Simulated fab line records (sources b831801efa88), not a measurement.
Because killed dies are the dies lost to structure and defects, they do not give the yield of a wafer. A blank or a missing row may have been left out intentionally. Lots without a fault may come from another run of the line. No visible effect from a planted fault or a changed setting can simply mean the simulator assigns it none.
fab line records -- flow gf180mcu
[record] lots = 6, wafers = 18, lastDay = 34
route steps=602 shown STI@1
lots that met no fault: from a run of the same line without faults
startH: hours from the record's first day to the start of the lot's first wafer shown -- waitH: hours elapsed since this lot's preceding step -- " repeats the value in the row above -- L1.1+2: several wafers, shown together as one row -- - either no value or no given start -- * or withheld: withheld -- < > ~ a bound
route shown NAME@n: NAME is a module with steps in the file, n the number in the route of the first one -- usual: mean/standard deviation of fault-free wafers -- same: alike in all rows -- chamber/n: place in a boat -- sites: readings site by site -- _std_site: how widely they spread, as a standard deviation -- _edge_site: the outer-site mean with the inner-site mean subtracted -- radiusMm: how far each site lies from the wafer's centre -- mask NAME#n: copy n -- behind: the most recent tool/chamber to have shaped the wafer -- hold: why the lot went on hold/how many hours it stayed there/how the hold came to an end -- device: which transistor (n, p or np) failed to switch -- end of line: at the end of the route, the tests of the same wafers -- a step with no rows: only its recipe -- killed: not the wafer's yield, but the dies lost to structure and defects at the first sort -- map: dies across one wafer; x = killed, . = not, _ = none there
set.NAME: the setting the step ran with; set.NAME@STEP: the setting that earlier step ran with -- model.NAME: the simulator's own value behind a step, which no gauge read
lots seen at some steps along the route; tables by step, rows by wafer
services: the hour from which a tool's chamber was out of use, counted from the record's first day as startH (under 0 if before that day), plus the number of hours and why
[[steps]]
[step GF_STI_BOW_MEAS_00]
[recipe] mode = bow
[usual] INCOMING_BOW = 0/6.5
lot.wafer,tool,chamber,startH,waitH,INCOMING_BOW[um]
L687.3,filmMetro-03,-,25.04,-,-1
L687.4,filmMetro-03,-,25.04,-,-9
L687.5,filmMetro-03,-,25.04,-,3
L688.2,filmMetro-04,-,30.02,-,2
L688.4,filmMetro-04,-,30.02,-,1
L688.5,filmMetro-04,-,30.02,-,2
L697.2,filmMetro-01,-,75.02,-,4
L697.3,filmMetro-01,-,75.02,-,5
L697.5,filmMetro-01,-,75.02,-,10
L698.1,filmMetro-03,-,80.00,-,2
L698.3,filmMetro-03,-,80.00,-,-6
L698.6,filmMetro-03,-,80.00,-,-7
L701.4,filmMetro-01,-,95.06,-,-7
L701.5,filmMetro-01,-,95.06,-,-8
L701.6,filmMetro-01,-,95.06,-,4
L706.2,filmMetro-04,-,120.10,-,-7
L706.4,filmMetro-04,-,120.10,-,-11
L706.5,filmMetro-04,-,120.10,-,-6
[step GF_STI_OXIDATION_01]
[recipe] tempC = 900, ambient = O2, stabiliseS = 600, purgeS = 300, targetThkA = 100, oxTimeS = 1418
[step GF_STI_THK_MEAS_02]
[recipe] reads = SiO2_of_STI_OXIDATION_01
[usual] STI_OXIDATION_THK = 10.03/0.15
lot.wafer,tool,chamber,startH,waitH,STI_OXIDATION_THK[nm]
L687.3,filmMetro-01,-,26.53,0.0,10.01
L687.4,filmMetro-01,-,26.53,0.0,9.95
L687.5,filmMetro-01,-,26.53,0.0,10.01
L688.2,filmMetro-03,-,31.52,0.0,10.02
L688.4,filmMetro-03,-,31.52,0.0,10.01
L688.5,filmMetro-03,-,31.52,0.0,10.14
L697.2,filmMetro-01,-,77.63,0.0,9.84
L697.3,filmMetro-01,-,77.63,0.0,9.95
L697.5,filmMetro-01,-,77.63,0.0,9.87
L698.1,filmMetro-01,-,81.51,0.0,10.11
L698.3,filmMetro-01,-,81.51,0.0,10.00
L698.6,filmMetro-01,-,81.51,0.0,10.09
L701.4,filmMetro-01,-,96.57,0.0,10.17
L701.5,filmMetro-01,-,96.57,0.0,9.96
L701.6,filmMetro-01,-,96.57,0.0,10.06
L706.2,filmMetro-03,-,121.60,0.0,10.17
L706.4,filmMetro-03,-,121.60,0.0,10.15
L706.5,filmMetro-03,-,121.60,0.0,10.08
[step GF_STI_CVD_03]
[recipe] material = Si3N4, precursor = DCS/NH3, targetThkNm = 207.16, tempC = 770, timeS = 3551, pressureMtorr = 250
[step GF_STI_THK_MEAS_04]
[recipe] reads = Si3N4_of_STI_CVD_03
[usual] STI_CVD_03_THK = 207.5/2.3
lot.wafer,tool,chamber,startH,waitH,STI_CVD_03_THK[nm]
L687.3,filmMetro-03,-,28.58,0.0,202.6
L687.4,filmMetro-03,-,28.58,0.0,204.3
L687.5,filmMetro-03,-,28.58,0.0,204.3
L688.2,filmMetro-04,-,33.57,0.0,205.7
L688.4,filmMetro-04,-,33.57,0.0,204.1
L688.5,filmMetro-04,-,33.57,0.0,206.4
L697.2,filmMetro-01,-,79.68,0.0,204.7
L697.3,filmMetro-01,-,79.68,0.0,204.7
L697.5,filmMetro-01,-,79.68,0.0,205.6
L698.1,filmMetro-04,-,83.56,0.0,207.0
L698.3,filmMetro-04,-,83.56,0.0,206.4
L698.6,filmMetro-04,-,83.56,0.0,207.1
L701.4,filmMetro-01,-,98.62,0.0,210.8
L701.5,filmMetro-01,-,98.62,0.0,209.9
L701.6,filmMetro-01,-,98.62,0.0,209.6
L706.2,filmMetro-01,-,125.08,0.0,206.5
L706.4,filmMetro-01,-,125.08,0.0,206.4
L706.5,filmMetro-01,-,125.08,0.0,206.8
[step GF_STI_DEHYDRATE_05]
[recipe] tempC = 200, timeS = 60
[step GF_STI_HMDS_06]
[recipe] primeTimeS = 60, primeTempC = 120
[step GF_STI_COAT_07]
[recipe] resist = KrF, spinRpm = withheld, resistThkNm = 700
[step GF_STI_SOFTBAKE_08]
[recipe] tempC = 130, timeS = 60, resist = KrF
[step GF_STI_EXPOSE_09]
[recipe] maskId = COMP, targetCdNm = 220, na = 0.68, sourceShape = conventional, sigmaOuter = 0.6, doseMj = 28
[usual] exposureDoseMJCm2 = 27.989/0.029, focusOffsetNm = 0.0/0.53, na = 0.68/0
lot.wafer,tool,chamber,startH,waitH,mask,exposureDoseMJCm2,focusOffsetNm,na
L687.3,krfScanner-01,-,34.88,-,COMP#0,-,-,-
L687.4,krfScanner-01,-,34.88,-,COMP#0,-,-,-
L687.5,krfScanner-01,-,34.88,-,COMP#0,-,-,-
L688.2,krfScanner-01,-,39.33,-,COMP#0,-,-,-
L688.4,krfScanner-01,-,39.33,-,COMP#0,-,-,-
L688.5,krfScanner-01,-,39.33,-,COMP#0,-,-,-
L697.2,krfScanner-01,0,86.76,-,COMP#0,27.940,-0.3,0.68
L697.3,krfScanner-01,0,86.76,-,COMP#0,27.978,0.6,0.68
L697.5,krfScanner-01,0,86.76,-,COMP#0,27.940,-0.7,0.68
L698.1,krfScanner-02,0,91.28,-,COMP#0,27.949,0.1,0.68
L698.3,krfScanner-02,0,91.28,-,COMP#0,27.974,0.4,0.68
L698.6,krfScanner-02,0,91.28,-,COMP#0,27.968,0.2,0.68
L701.4,krfScanner-01,0,106.02,-,COMP#0,27.978,-0.9,0.68
L701.5,krfScanner-01,0,106.02,-,COMP#0,28.002,-0.1,0.68
L701.6,krfScanner-01,0,106.02,-,COMP#0,27.980,-0.2,0.68
L706.2,krfScanner-02,0,133.53,-,COMP#0,27.962,0.5,0.68
L706.4,krfScanner-02,0,133.53,-,COMP#0,27.924,0.4,0.68
L706.5,krfScanner-02,0,133.53,-,COMP#0,27.953,0.7,0.68
[step GF_STI_PEB_10]
[recipe] pebTempC = 135, pebTimeS = 90, resist = KrF
[[services]]
tool,chamber,startH,hours,kind
krfScanner-02,-,51.95,8.6,repair
krfScanner-01,-,61.52,1.3,pm
krfScanner-01,-,62.82,0.8,pm
krfScanner-01,-,90.61,4.0,pm
krfScanner-01,0,108.39,-,calibration
krfScanner-02,-,114.54,1.0,pm
krfScanner-02,-,117.43,0.8,pm
krfScanner-02,-,118.94,0.2,repair
krfScanner-02,0,120.40,-,calibration
krfScanner-02,-,121.50,1.3,pm
[[key]]
[firstSign] step = GF_STI_EXPOSE_09, reading = toolRecord, direction = missing
effect none on later readings
metAt GF_STI_EXPOSE_09
struckWafers L687.3,L687.4,L687.5,L688.2,L688.4,L688.5
laterRowsLeftOut L687.3,L687.4,L687.5,L688.2,L688.4,L688.5
sortLeftOut L687.3,L687.4,L687.5,L688.2,L688.4,L688.5
testerLeftOut L687,L688
[fault] kind = skippedStepWhole, tool = krfScanner-01, chamber = -, onsetH = 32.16, steps = GF_STI_EXPOSE_09, scope = struckLotsOnly
// testerLeftOut: of these lots the tester's yield and bins aren't shown, on N5 and GAA mostly nor the transistor test; their killed dies are dies lost to structure and defects alone, not to doping, threshold or leakage, so they don't give the yield
// sortLeftOut: the simulated sort isn't trusted on such a fault, so these wafers' sort isn't shown, and their yield isn't known
// laterRowsLeftOut: the simulator's readings of these wafers behind a module that went badly wrong aren't trusted and aren't shown, but for the sort
